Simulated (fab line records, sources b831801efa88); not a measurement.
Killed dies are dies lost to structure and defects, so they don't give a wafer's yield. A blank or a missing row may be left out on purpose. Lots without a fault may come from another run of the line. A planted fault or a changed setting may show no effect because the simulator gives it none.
A struck lot beside a sound one | flow gf180mcu | 44 steps out of a route of 602
Sound: wafers L791.1, L791.2, L791.5. Struck: wafer L779.3. (L779.1 of the same lot was not struck and is left out.) The cause comes at the end.
At each step with rows: each side's tool, then ch and its chambers, then its first start. Under that, the readings that differ: sound wafers | struck wafers | difference of the means | sigmas: that difference in standard deviations of wafers without a fault.
alike: readings whose means differ by less than 2 such deviations, and words and numbers that are the same on both sides. not compared: withheld readings, readings that some wafer has no value for, bounds like >300 that may hide the same value, and numbers for which the record gives no deviation and whose values overlap.
The two part at a step that has a row with sigmas, a row that says differs or no value, or rows on one side only. Numbers that don't overlap but have no deviation are shown without sigmas and don't part them. A reading that every wafer of one side lacks parts them only if that side has two wafers or more.

first, 4 steps without rows for these wafers: GF_V4_CLEAN_20 (cleans in DIW); GF_V4_SPUTTER_21 (material Ti, target thk 15 nm, time 80.02 s); GF_V4_SPUTTER_22 (material TiN, target thk 10 nm, time 40 s); GF_V4_CVD_23 (deposits W, target thk 350 nm, time 104.9 s).
GF_V4_RS_MEAS_24: measures by four-point-probe.
  sound on film_metro-03, day 30 17:27; struck on film_metro-03, day 27 10:16
  alike: V4_W_RS
GF_V4_THK_MEAS_25: measures by xrf.
  sound on film_metro-03, day 30 17:34; struck on film_metro-03, day 27 10:23
  alike: V4_W_THK
then, 1 step without rows for these wafers: GF_V4_CMP_26 (polishes, stops on SiO2, t overpolish 15 s, target thk 0 nm).
GF_MIM_SPUTTER_00: material Ti, target thk 37.5 nm, time 150 s.
  sound on pvd_sputter-03, day 30 17:56; struck on pvd_sputter-04, day 27 10:44
  alike: throttle_valve_pct
GF_MIM_SPUTTER_01: material TiN, target thk 30 nm, time 25 s.
  sound on pvd_sputter-03, day 30 18:02; struck on pvd_sputter-04, day 27 10:50
  alike: throttle_valve_pct
then, 3 steps without rows for these wafers: GF_MIM_SPUTTER_02 (material AlCu, target thk 450 nm, time 23.9 s); GF_MIM_SPUTTER_03 (material Ti, target thk 10 nm, time 6.7 s); GF_MIM_SPUTTER_04 (material TiN, target thk 50 nm, time 41.7 s).
GF_MIM_CVD_05: deposits Si3N4, target thk 42 nm, time 29.086 s.
  sound on pecvd-04 ch 0,1, day 30 18:09; struck on pecvd-02 ch 0, day 27 10:58
  reading                               | sound            | struck | difference | sigmas
  run_length_s (s)                      | 56.1 57.3 57.8   | 55.3   | -1.8       | -4
  model.Si3N4_of_MIM_CVD_05.thk_nm (nm) | 41.3 40.81 42.49 | 38.76  | -2.77      |
  alike: heater_power_w
  not compared: rf_fwd_power_W
GF_MIM_THK_MEAS_06:
  sound on film_metro-02, day 30 18:11; struck on film_metro-03, day 27 10:59
  reading             | sound          | struck | difference | sigmas
  MIM_CVD_05_THK (nm) | 41.3 40.8 42.5 | 38.7   | -2.8       | -4
then, 2 steps without rows for these wafers: GF_MIM_SPUTTER_07 (material TiN, target thk 60 nm, time 50 s); GF_MIM_SPUTTER_08 (material AlCu, target thk 200 nm, time 10.6 s).
GF_MIM_SPUTTER_09: material TiN, target thk 35 nm, time 29.2 s.
  sound on pvd_sputter-04, day 30 18:19; struck on pvd_sputter-03, day 27 11:07
  alike: throttle_valve_pct
GF_MIM_RS_MEAS_10: measures by four-point-probe.
  sound on film_metro-02, day 30 18:20; struck on film_metro-02, day 27 11:09
  alike: MIM_ALCU_RS
GF_MIM_THK_MEAS_11: measures by xrf.
  sound on film_metro-02, day 30 18:28; struck on film_metro-02, day 27 11:16
  alike: MIM_ALCU_THK
then, 7 steps without rows for these wafers: GF_MIM_DEHYDRATE_12 (time 60 s); GF_MIM_HMDS_13 (prime time 60 s); GF_MIM_COAT_14 (resist thk 1000 nm); GF_MIM_SOFTBAKE_15 (time 60 s); GF_MIM_EXPOSE_16 (exposes mask FuseTop, target cd 2000 nm); GF_MIM_PEB_17; GF_MIM_DEVELOP_18 (develop time 60 s).
GF_MIM_METAL_ETCH_19: etches the open film in Cl2/BCl3, stops on Si3N4, target depth 324.5 nm, time 54.1 s.
  sound on rie_metal-01 ch 0,1, day 31 12:17; struck on rie_metal-03 ch 1, day 28 06:42
  alike: drypump_motor_current_A, he_backside_leak_sccm, oes_product_au, rf_fwd_power_W, throttle_valve_pct
  not compared: rf_hours_counter_h
GF_MIM_STRIP_20: strips in O2/N2.
  sound on plasma_asher-03 ch 0,1, day 31 12:21; struck on plasma_asher-01 ch 0, day 28 06:46
  alike: drypump_motor_current_A, heater_power_w, oes_product_au, strip_time_to_endpoint_s
  not compared: rf_hours_counter_h
then, 9 steps without rows for these wafers: GF_MIM_STRIP_21 (strips in post etch residue remover, time 1200 s); GF_MIM_CLEAN_22 (cleans in DIW); GF_M5_DEHYDRATE_00 (time 60 s); GF_M5_HMDS_01 (prime time 60 s); GF_M5_COAT_02 (resist thk 1000 nm); GF_M5_SOFTBAKE_03 (time 60 s); GF_M5_EXPOSE_04 (exposes mask Metal5, target cd 280 nm); GF_M5_PEB_05 (peb time 90 s); GF_M5_DEVELOP_06 (develop time 60 s).
GF_M5_CD_MEAS_07: target cd 280 nm.
  sound on cd_sem-02, day 32 05:55; struck on cd_sem-01, day 29 02:24
  alike: cd_nm
GF_M5_OVL_MEAS_08:
  sound on overlay-01, day 32 06:02; struck on overlay-02, day 29 02:31
  alike: M5_OVL
then, 3 steps without rows for these wafers: GF_M5_ETCH_09 (etches Si3N4 in CF4/O2, target depth 52 nm, time 11.6 s); GF_M5_METAL_ETCH_10 (etches the open film in Cl2/BCl3, stops on SiO2, target depth 627.5 nm, time 104.6 s); GF_M5_STRIP_11 (strips in O2/N2).
GF_M5_STRIP_12: strips in post etch residue remover, time 1200 s.
  sound on wet_bench-01 ch 3, day 32 06:18; struck on wet_bench-04 ch 3, day 29 02:48
  reading                               | sound             | struck | difference | sigmas
  model.Si3N4_of_MIM_CVD_05.thk_nm (nm) | 40.58 40.09 41.77 | 38.04  | -2.77      |
-- the record jumps here: 3 days lie between the struck wafers' starts before and after (it left off in module M5 and takes up again in module PASSIVATION, whose first step shown is number 602 of the route) --
GF_PASSIVATION_PROBE_99:
  the record has rows for the struck wafers here (prober-01, day 31 15:46) and none for the sound ones

WHERE THEY PART
First at GF_MIM_CVD_05; last, within this record, at GF_PASSIVATION_PROBE_99.

WHY: what the simulator had put in
Process parameter drift: pecvd-02, from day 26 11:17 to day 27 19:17, at GF_MIM_CVD_05. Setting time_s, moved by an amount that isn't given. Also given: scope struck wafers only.
